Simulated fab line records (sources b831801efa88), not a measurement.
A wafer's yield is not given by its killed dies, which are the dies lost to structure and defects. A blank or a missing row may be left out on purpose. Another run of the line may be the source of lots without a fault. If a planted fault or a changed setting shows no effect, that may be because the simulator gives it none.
fab line records | flow gf180mcu
record lots=6 wafers=18 last-day=34
route steps=602 shown M5@538 V5@540
lots with no fault: from the same line, run without faults
start-h: the number of hours between the record's first day and the start of the first shown wafer of the lot | wait-h: how many hours have passed since the lot's step before this one | " as in the row above | L1.1+2: one row covering several wafers at once | - value missing, or start not given | * or withheld: withheld | < > ~ a bound
route shown NAME@n: names a module that has steps shown in the file, with the first one's number in the route | usual: mean/standard deviation taken from wafers without a fault | same: alike in all rows | chamber/n: place in a boat | sites: each site's reading | _std_site: standard deviation across them | _edge_site: inner sites' mean taken away from outer sites' mean | radius-mm: for every site, how far away it sits from the centre of the wafer | mask NAME#n: copy n | behind: tool/chamber where the wafer was last shaped | hold: reason for holding the lot/hours on hold/outcome of the hold | device: which transistor (n, p or np) failed to switch | end of line: tests of these same wafers at the route's end | where a step has no rows: the recipe by itself | killed: the dies lost at the first sort to structure and to defects; this is not the yield of the wafer | map: the dies of a wafer, with x for killed, . for not killed, _ for no die there
set.NAME: the setting the step ran with; set.NAME@STEP: the setting that earlier step ran with | model.NAME: the simulator's own value behind a step, which no gauge read
a table for each step, a row for each wafer; lots at some steps of the route
services: the hour from which a tool's chamber was out of use, counted from the record's first day as start-h (under 0 if before that day), plus the number of hours and why
## steps
# step GF_M5_STRIP_12
# recipe chemistry=post-etch-residue-remover time-s=1200 temp-c=72.5
# step GF_M5_CLEAN_13
# recipe chemistry=DIW dry=n2-spin
# step GF_V5_CVD_00
# recipe material=SiO2 target-thk-nm=300 sigma-open-frac=0.3 temp-c=400 time-s=50 sih4-flow-sccm=60 pressure-mtorr=6
# step GF_V5_THK_MEAS_01
# recipe reads=SiO2_of_V5_CVD_00
# usual V5_CVD_00_THK=300/3.5
# columns lot.wafer tool chamber start-h wait-h V5_CVD_00_THK[nm]
L168.4 film-metro-03 - 615.52 0.0 301
L168.5 " - " " 300
L168.6 " - " " 304
L170.1 film-metro-04 - 637.21 0.0 304
L170.3 " - " " 298
L170.4 " - " " 298
L174.2 film-metro-04 - 668.90 0.0 299
L174.4 " - " " 300
L174.6 " - " " 297
L179.1 film-metro-01 - 714.70 0.0 297
L179.4 " - " " 300
L179.6 " - " " 295
L180.2 film-metro-04 - 718.27 0.0 304
L180.4 " - " " 305
L180.5 " - " " 306
L188.4 film-metro-03 - 761.95 0.0 303
L188.5 " - " " 301
L188.6 " - " " 296
# step GF_V5_CVD_02
# recipe material=SiO2 target-thk-nm=1450 precursor=TEOS temp-c=400 time-s=163.28 rf-w=607.5
# usual heater-power-w=721/180 rf-fwd-power-W=605.0/2
# columns lot.wafer tool chamber start-h wait-h heater-power-w rf-fwd-power-W
L168.4 pecvd-02 0 615.60 0.1 982 605.2
L168.5 " 1 " " 525 603.7
L168.6 " 2 " " 971 607.5
L170.1 pecvd-02 1 637.27 0.1 603 606.1
L170.3 " 2 " " 905 605.1
L170.4 " 2 " " 940 604.4
L174.2 pecvd-03 2 668.95 0.0 669 607.5
L174.4 " 1 " " 523 606.9
L174.6 " 1 " " 618 605.2
L179.1 pecvd-04 0 714.76 0.1 521 607.5
L179.4 " 0 " " 573 604.9
L179.6 " 2 " " 900 605.0
L180.2 pecvd-04 1 718.32 0.0 642 606.7
L180.4 " 2 " " 748 604.1
L180.5 " 1 " " 735 605.3
L188.4 pecvd-03 0 762.03 0.1 758 604.4
L188.5 " 2 " " 695 605.5
L188.6 " 1 " " 611 604.4
# step GF_V5_THK_MEAS_03
# recipe reads=SiO2_of_V5_CVD_02
# usual V5_CVD_02_THK=1453/17
# columns lot.wafer tool chamber start-h wait-h V5_CVD_02_THK[nm]
L168.4 film-metro-03 - 615.69 0.0 1477
L168.5 " - " " 1495
L168.6 " - " " 1474
L170.1 film-metro-01 - 637.37 0.1 1439
L170.3 " - " " 1444
L170.4 " - " " 1460
L174.2 film-metro-01 - 669.13 0.1 1447
L174.4 " - " " 1456
L174.6 " - " " 1442
L179.1 film-metro-01 - 714.87 0.1 1446
L179.4 " - " " 1488
L179.6 " - " " 1467
L180.2 film-metro-04 - 718.44 0.1 1432
L180.4 " - " " 1462
L180.5 " - " " 1458
L188.4 film-metro-01 - 762.12 0.0 1461
L188.5 " - " " 1436
L188.6 " - " " 1458
# step GF_V5_CMP_04
# recipe material=SiO2 down-force-psi=4 platen-rpm=60 pad-velocity-m-s=0.94248
# usual motor-current-A=11.6/0.74
# columns lot.wafer tool chamber start-h wait-h motor-current-A
L168.4 cmp-02 0 615.82 0.1 11.0
L168.6 " 2 " " 12.5
L168.5 " 3 " " 10.9
L170.1 cmp-02 0 638.39 1.0 10.7
L170.4 " 2 " " 12.0
L170.3 " 3 " " 10.9
L174.4 cmp-02 2 669.18 0.0 12.0
L174.2 " 1 " " 10.4
L174.6 " 3 " " 11.5
L179.4 cmp-02 0 714.93 0.0 11.1
L179.1 " 3 " " 11.0
L179.6 " 1 " " 10.4
L180.4 cmp-02 3 718.49 0.0 11.6
L180.2 " 0 " " 11.4
L180.5 " 0 " " 10.6
L188.4 cmp-01 3 762.25 0.1 12.9
L188.5 " 3 " " 12.0
L188.6 " 0 " " 11.6
# step GF_V5_BOW_MEAS_05
# recipe mode=bow
# usual V5_BOW=135/9.7
# columns lot.wafer tool chamber start-h wait-h V5_BOW[um]
L168.4 film-metro-04 - 616.08 0.2 164
L168.5 " - " " 152
L168.6 " - " " 135
L170.1 film-metro-03 - 638.69 0.2 121
L170.3 " - " " 121
L170.4 " - " " 130
L174.2 film-metro-03 - 669.50 0.1 144
L174.4 " - " " 143
L174.6 " - " " 147
L179.1 film-metro-04 - 715.23 0.1 132
L179.4 " - " " 130
L179.6 " - " " 131
L180.2 film-metro-01 - 718.81 0.2 142
L180.4 " - " " 133
L180.5 " - " " 143
L188.4 film-metro-03 - 762.61 0.3 133
L188.5 " - " " 126
L188.6 " - " " 125
# step GF_V5_DEHYDRATE_06
# recipe temp-c=200 time-s=60
# step GF_V5_HMDS_07
# recipe prime-time-s=60 prime-temp-c=120
# step GF_V5_COAT_08
# recipe resist=BARC temp-c=withheld time-s=withheld spin-rpm=withheld resist-thk-nm=withheld
# step GF_V5_COAT_09
# recipe resist=KrF spin-rpm=withheld resist-thk-nm=1000
# step GF_V5_SOFTBAKE_10
# recipe temp-c=130 time-s=60 resist=KrF
# usual chill-plate-temp-C=23.02/0.1 exhaust-pa=45.3/0.76 heater-power-total-W=93.05/0.06 plate-temp-C=130.02/0.13
# columns lot.wafer tool chamber start-h wait-h chill-plate-temp-C exhaust-pa heater-power-total-W plate-temp-C model.KrF_of_V5_COAT_09.thk-nm
L168.4 litho-track-02 0 626 - 23.03 46.9 93.23 129.95 1000
L168.5 " 0 " " 22.94 45.2 92.93 129.97 999.9
L168.6 " 0 " " 23.10 45.5 93.07 129.92 1003
L170.1 litho-track-04 0 648 - 23.05 44.7 106.01 143.67 980.3
L170.3 " 0 " " 23.02 45.9 106.05 143.92 983.6
L170.4 " 0 " " 22.97 46.0 106.13 143.81 978.6
L174.2 litho-track-04 0 679 - 23.03 45.0 105.95 143.71 986.5
L174.4 " 0 " " 23.13 45.1 106.01 143.80 986.1
L174.6 " 0 " " 23.12 44.7 105.87 143.84 984.5
L179.1 litho-track-03 0 723 - 22.82 44.6 93.08 130.11 995.5
L179.4 " 0 " " 22.85 45.2 93.09 130.04 998.2
L179.6 " 0 " " 22.77 44.4 93.06 129.96 995
L180.2 litho-track-02 0 727 - 23.06 44.2 93.13 129.98 1003
L180.4 " 0 " " 22.83 44.4 93.10 130.04 1001
L180.5 " 0 " " 22.87 45.9 93.08 129.98 1001
L188.4 litho-track-04 0 771 - 23.18 44.8 92.94 130.08 1000
L188.5 " 0 " " 22.91 46.0 93.07 130.28 1000
L188.6 " 0 " " 23.12 44.9 92.96 130.32 1003
# step GF_V5_EXPOSE_11
# recipe mask-id=Via5 target-cd-nm=260 na=0.68 source-shape=conventional sigma-outer=0.6 dose-mj=38
# step GF_V5_PEB_12
# recipe peb-temp-c=135 peb-time-s=90 resist=KrF
# step GF_V5_DEVELOP_13
# recipe develop-time-s=60 resist=KrF dev-temp-c=21
# usual chill-plate-temp-C=23.00/0.11 exhaust-pa=44.8/0.96
# columns lot.wafer tool chamber start-h wait-h chill-plate-temp-C exhaust-pa model.KrF_of_V5_COAT_09.thk-nm
L168.4 litho-track-03 0 636.39 0.1 23.01 45.1 985.1
L168.5 " 0 " " 23.01 44.7 985
L168.6 " 0 " " 23.14 46.1 987.9
L170.1 litho-track-04 0 658.19 0.2 23.02 44.8 965.6
L170.3 " 0 " " 22.94 46.2 968.9
L170.4 " 0 " " 22.93 44.7 963.9
L174.2 litho-track-02 0 688.04 0.2 22.93 45.4 971.8
L174.4 " 0 " " 23.02 45.6 971.4
L174.6 " 0 " " 23.04 44.7 969.8
L179.1 litho-track-04 0 732.59 0.2 22.99 43.6 980.5
L179.4 " 0 " " 23.15 44.8 983.3
L179.6 " 0 " " 23.14 43.8 980.1
L180.2 litho-track-02 0 736.04 0.2 22.94 42.7 987.6
L180.4 " 0 " " 22.84 45.0 985.8
L180.5 " 0 " " 22.92 44.6 986.5
L188.4 litho-track-02 0 778.74 0.1 23.07 42.8 985.1
L188.5 " 0 " " 22.95 45.2 985.3
L188.6 " 0 " " 23.10 45.0 987.7
# step GF_V5_CD_MEAS_14
# recipe target-cd-nm=260
# usual cd-nm=259.9/1.1
# columns lot.wafer tool chamber start-h wait-h cd-nm
L168.4 cd-sem-02 - 636.52 0.1 261.0
L168.5 " - " " 259.0
L168.6 " - " " 259.9
L170.1 cd-sem-02 - 658.34 0.1 313.1
L170.3 " - " " 314.2
L170.4 " - " " 314.4
L174.2 cd-sem-02 - 688.19 0.1 312.8
L174.4 " - " " 313.6
L174.6 " - " " 311.6
L179.1 cd-sem-01 - 732.74 0.1 259.1
L179.4 " - " " 259.6
L179.6 " - " " 258.8
L180.2 cd-sem-01 - 736.19 0.1 258.9
L180.4 " - " " 259.8
L180.5 " - " " 259.3
L188.4 cd-sem-01 - 778.88 0.1 260.3
L188.5 " - " " 260.6
L188.6 " - " " 259.5
# step GF_V5_OVL_MEAS_15
# usual V5_OVL=0/6.9
# columns lot.wafer tool chamber start-h wait-h V5_OVL[nm]
L168.4 overlay-01 - 636.60 0.1 -9
L168.5 " - " " -16
L168.6 " - " " -3
L170.1 overlay-01 - 658.47 0.1 17
L170.3 " - " " 12
L170.4 " - " " 3
L174.2 overlay-01 - 688.29 0.1 -5
L174.4 " - " " -5
L174.6 " - " " -4
L179.1 overlay-01 - 732.86 0.1 -3
L179.4 " - " " 3
L179.6 " - " " -4
L180.2 overlay-01 - 736.29 0.1 3
L180.4 " - " " 0
L180.5 " - " " 8
L188.4 overlay-01 - 778.98 0.1 2
L188.5 " - " " 9
L188.6 " - " " -1
# step GF_V5_ETCH_16
# recipe chemistry=N2/H2 target-depth-a=withheld overetch-a=withheld time-s=withheld target=BARC ion-energy-ev=200 source-w=500 bias-w=100 pressure-mtorr=30 n2-flow-sccm=100 h2-flow-sccm=200
# usual drypump-motor-current-A=5.6/0.44 oes-product-au=0.854/0.0045 rf-fwd-power-W=495.1/2.2 throttle-valve-pct=13.225/0.0099
# columns lot.wafer tool chamber start-h wait-h drypump-motor-current-A oes-product-au rf-fwd-power-W throttle-valve-pct model.V5.cd-nm
L168.4 rie-diel-01 3 636.64 0.0 5.7 0.851 494.0 13.222 262.3
L168.5 " 0 " " 4.9 0.858 494.1 13.241 257.6
L168.6 " 2 " " 5.8 0.851 493.3 13.207 260.3
L170.1 rie-diel-02 1 658.50 0.0 5.9 0.844 499.5 13.218 313.1
L170.3 " 2 " " 4.8 0.856 496.9 13.219 314.7
L170.4 " 0 " " 5.1 0.851 494.6 13.227 315.3
L174.2 rie-diel-04 1 688.32 0.0 6.0 0.852 499.5 13.218 312.5
L174.4 " 0 " " 5.6 0.851 488.6 13.234 313.5
L174.6 " 2 " " 6.1 0.856 493.3 13.216 311.9
L179.1 rie-diel-04 0 732.89 0.0 5.6 0.851 491.1 13.219 258.8
L179.4 " 1 " " 5.9 0.851 497.2 13.211 259.6
L179.6 " 2 " " 6.1 0.857 489.8 13.211 259.3
L180.2 rie-diel-04 2 736.32 0.0 6.1 0.852 493.4 13.222 259.4
L180.4 " 3 " " 5.1 0.860 495.3 13.233 258.9
L180.5 " 2 " " 6.0 0.851 495.1 13.224 259.2
L188.4 rie-diel-04 0 779.00 0.0 5.6 0.865 496.2 13.212 260.5
L188.5 " 3 " " 5.1 0.850 495.3 13.216 259.6
L188.6 " 0 " " 5.6 0.858 494.6 13.222 259.5
# step GF_V5_ETCH_17
# recipe chemistry=C4F8/O2/Ar mask-material=KrF target=SiO2 stop-on=TiN source-w=1500 bias-w=1200 pressure-mtorr=40 c4f8-flow-sccm=withheld O2_flow_sccm=6 Ar_flow_sccm=300 time-s=withheld target-depth-a=8550
# usual oes-product-au=0.860/0.0045 rf-fwd-power-W=1495/5.2
# columns lot.wafer tool chamber start-h wait-h oes-product-au rf-fwd-power-W model.V5.cd-nm
L168.4 rie-diel-01 3 - - 0.855 1495 261.6
L168.5 " 0 " " 0.864 1497 255.9
L168.6 " 2 " " 0.863 1491 259
L170.1 rie-diel-02 1 - - 0.856 1502 313
L170.3 " 2 " " 0.867 1495 313.6
L170.4 " 0 " " 0.856 1493 315
L174.2 rie-diel-04 1 - - 0.860 1490 313
L174.4 " 0 " " 0.856 1493 314.9
L174.6 " 2 " " 0.853 1491 311.2
L179.1 rie-diel-04 0 - - 0.860 1498 260.9
L179.4 " 1 " " 0.864 1504 260
L179.6 " 2 " " 0.858 1499 258.6
L180.2 rie-diel-04 2 - - 0.857 1495 259.1
L180.4 " 3 " " 0.866 1495 258.7
L180.5 " 2 " " 0.857 1489 259.2
L188.4 rie-diel-04 0 - - 0.858 1493 262.7
L188.5 " 3 " " 0.859 1499 260.1
L188.6 " 0 " " 0.853 1482 261.6
# step GF_V5_STRIP_18
# recipe chemistry=O2/N2 power-w=1400 pressure-mtorr=1500 platen-temp-c=250 o2-flow-sccm=3000 n2-flow-sccm=300 overash-fraction=0.5
# usual drypump-motor-current-A=5.49/0.28 heater-power-w=335/17 oes-product-au=0.569/0.0045
# same overash-fraction=0.5
# columns lot.wafer tool chamber start-h wait-h drypump-motor-current-A heater-power-w oes-product-au rf-hours-counter-h
L168.4 plasma-asher-04 0 636.80 - 5.37 308 0.568 -
L168.5 " 0 " " 5.37 315 0.570 -
L168.6 " 1 " " 5.44 331 0.565 -
L170.1 plasma-asher-04 0 658.65 - 5.38 316 0.561 88
L170.3 " 1 " " 5.44 345 0.560 -
L170.4 " 0 " " 5.36 320 0.562 -
L174.2 plasma-asher-03 0 688.48 - 5.51 331 0.558 61
L174.4 " 1 " " 5.88 362 0.564 -
L174.6 " 0 " " 5.52 326 0.561 -
L179.1 plasma-asher-04 0 733.05 - 5.39 315 0.563 95
L179.4 " 0 " " 5.37 321 0.570 -
L179.6 " 0 " " 5.37 327 0.564 -
L180.2 plasma-asher-04 1 736.48 - 5.39 338 0.580 95
L180.4 " 1 " " 5.43 334 0.567 -
L180.5 " 1 " " 5.42 338 0.572 -
L188.4 plasma-asher-03 0 779.19 - 5.54 322 0.577 -
L188.5 " 1 " " 5.90 370 0.567 -
L188.6 " 0 " " 5.54 326 0.572 -
## services
# columns tool chamber start-h hours kind
rie-diel-01 - 592.35 14.6 pm
pecvd-02 - 595.42 1.0 repair
cmp-02 - 603.95 0.4 repair
cmp-02 - 606.28 1.6 repair
cmp-02 - 622.95 0.7 repair
cmp-02 - 626.73 1.7 repair
rie-diel-04 2 634.92 21.5 repair
rie-diel-01 0 647.41 35.4 repair
cmp-02 - 648.43 5.4 pm
pecvd-03 - 651.42 4.3 pm
rie-diel-01 - 661.24 4.7 repair
rie-diel-02 3 662.61 6.3 repair
pecvd-03 0 667.93 9.5 repair
pecvd-02 - 672.02 0.8 repair
plasma-asher-03 - 676.78 4.5 repair
rie-diel-04 - 679.71 2.8 pm
rie-diel-02 3 689.46 3.9 repair
rie-diel-01 3 691.14 12.2 repair
rie-diel-02 0 722.38 3.3 repair
rie-diel-04 - 725.08 0.6 repair
rie-diel-01 3 725.31 7.8 repair
rie-diel-01 - 738.98 2.8 pm
cmp-02 - 744.04 4.0 pm
rie-diel-01 - 746.12 1.9 repair
## key
first-sign step=GF_V5_SOFTBAKE_10 reading=heater-power-total-W direction=up sigmas=99+ usual=93.05 struck=106.00
effect step=GF_V5_SOFTBAKE_10 reading=plate-temp-C direction=up sigmas=99+ usual=* struck=*
effect step=GF_V5_CD_MEAS_14 reading=cd-nm direction=up sigmas=50 usual=259.9 struck=313.3
model-effect step=GF_V5_SOFTBAKE_10 value=KrF_of_V5_COAT_09.thk-nm without=998.6 struck=983.3
model-effect step=GF_V5_DEVELOP_13 value=KrF_of_V5_COAT_09.thk-nm without=983.7 struck=968.6
model-effect step=GF_V5_ETCH_16 value=V5.cd-nm without=260.4 struck=313.5
model-effect step=GF_V5_ETCH_17 value=V5.cd-nm without=260.3 struck=313.5
met-at GF_V5_SOFTBAKE_10
struck-wafers L170.1,L170.3,L170.4,L174.2,L174.4,L174.6
later-rows-left-out L170.1,L170.3,L170.4,L174.2,L174.4,L174.6
sort-left-out L170.1,L170.3,L170.4,L174.2,L174.4,L174.6
fault kind=process-parameter-drift tool=litho-track-04 chamber=- onset-h=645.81 steps=GF_V5_SOFTBAKE_10 channel=temp-c offset=* shape=step end-h=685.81 acts-in=* stated=*
# sort-left-out: the simulated sort isn't trusted on such a fault, so these wafers' sort isn't shown, and their yield isn't known
# later-rows-left-out: the simulator's readings of these wafers behind a module that went badly wrong aren't trusted and aren't shown, but for the sort
